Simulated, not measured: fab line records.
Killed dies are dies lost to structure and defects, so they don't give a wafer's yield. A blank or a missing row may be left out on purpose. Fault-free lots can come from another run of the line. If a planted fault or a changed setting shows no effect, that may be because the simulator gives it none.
Problem report, 8D (eight disciplines) form, completed by code :: flow sky130 :: the parts of the form that need people (team, actions taken, sign-off) are left out

1. PROBLEM STATEMENT
Wafers free of any fault read 0.1273 ohm/sq (standard deviation 0.0011) for METAL1_ALCU_RS at SKY_METAL1_RS_MEAS_05, against a mean of 0.2385 ohm/sq on 3 wafers of 2 lots. That is +99 or more standard deviations from the usual mean.
The step: measures by four-point-probe.
First observed at day 37 23:35: wafer L339.1, on film metro-04. Wafers with a number at this step in the record: 30, from 10 lots. Rule for "out", or "out of limits": more than 4 standard deviations from the usual mean. All remaining wafers that have a number are taken as sound.

2. WHAT IT IS; WHAT IT IS NOT
question: which readings at this step
is: METAL1_ALCU_RS
is not: -

question: which lots
is: L339, L340
is not: L320, L321, L323, L324, L325, L328, L330, L332

question: which wafers of those lots
is: L339.1, L339.6, L340.6
is not: L339.3, L340.4, L340.5

question: read on which gauges
is: film metro-04
is not: film metro-01, film metro-03

question: when
is: from day 37 23:35
is not: up to then (25 sound wafers); but 2 sound wafers of L340 came after

3. SUSPECTS, AND WHAT RULES EACH OUT
Counting: if a tool at a process step up to the reading ran every lot that is out, it stays a suspect. Sound lots after the first of them don't rule it out here, since some wafers of a struck lot are sound.
- ruled out: the gauge at SKY_METAL1_RS_MEAS_05. All the wafers that are out were read on film metro-04, but those of them that SKY_METAL1_METAL_ETCH_19 has rows for are out there too, on other tools.
- pvd sputter-01 at SKY_METAL1_SPUTTER_01 (material TiN, target thk 20 nm, time 16.7 s): kept. It ran every lot that is out, first L339 (day 37 23:28); its last sound lot up to then is L332 (day 36 14:28).
- pvd sputter-01 at SKY_METAL1_SPUTTER_02 (material AlCu, target thk 250 nm, time 13.3 s): kept. It ran every lot that is out, first L339 (day 37 23:29); its last sound lot up to then is L332 (day 36 14:29).
Remaining after the count are pvd sputter-01 at SKY_METAL1_SPUTTER_01 and pvd sputter-01 at SKY_METAL1_SPUTTER_02.

4. THE CAUSE (what the simulator had put in)
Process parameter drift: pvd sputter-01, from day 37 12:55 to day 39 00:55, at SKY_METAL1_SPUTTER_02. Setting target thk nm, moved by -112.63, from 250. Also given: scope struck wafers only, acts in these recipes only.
Counting leaves 2 suspects; this tool is one of them.

5. SEQUENCE OF EFFECTS, ordered by route
Each row: a reading whose mean over the struck wafers that have a number lies more than 3 standard deviations from the usual. Readings are gone through only where the record gives a usual standard deviation; hours: the median, over the lots, of the time from a lot's start at the first step in this table giving one to that lot's start at this step; sigmas: the change measured in usual standard deviations.
hours: 0
step: SKY_METAL1_RS_MEAS_05
reading: METAL1_ALCU_RS
usual: 0.1273 ohm/sq
on struck wafers: 0.2385
change: +0.1112
sigmas: +99 or more

hours: 0
step: SKY_METAL1_THK_MEAS_06
reading: METAL1_ALCU_THK
usual: 248.4 nm
on struck wafers: 136.6
change: -111.8
sigmas: -51

hours: 25
step: SKY_METAL1_METAL_ETCH_19
reading: oes product au
usual: 0.853 a.u.
on struck wafers: 0.733
change: -0.120
sigmas: -23
The process steps in it:
- SKY_METAL1_METAL_ETCH_19: etches the open film in Cl2/BCl3, stops on SiO2, target depth 360 nm, time 78 s.
At these later measuring or inspecting steps, every struck wafer for which the step has a row has a number for every such reading, and none has moved that far: SKY_METAL2_THK_MEAS_06.

6. HOW IT WOULD HAVE BEEN CAUGHT EARLIER
11 hours passed between the start of the fault at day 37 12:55 and the first reading out of limits at a measuring or inspecting step in this record, taken at day 37 23:35.
An alarm limit of 4 standard deviations would not have fired on the tool readings at SKY_METAL1_SPUTTER_02 for which the record gives a usual standard deviation, since none of them was out on any struck wafer.
Lots out: 2; of these, L340 started SKY_METAL1_SPUTTER_02 on pvd sputter-01 after day 37 23:35. Holding the tool at that time would have saved it.
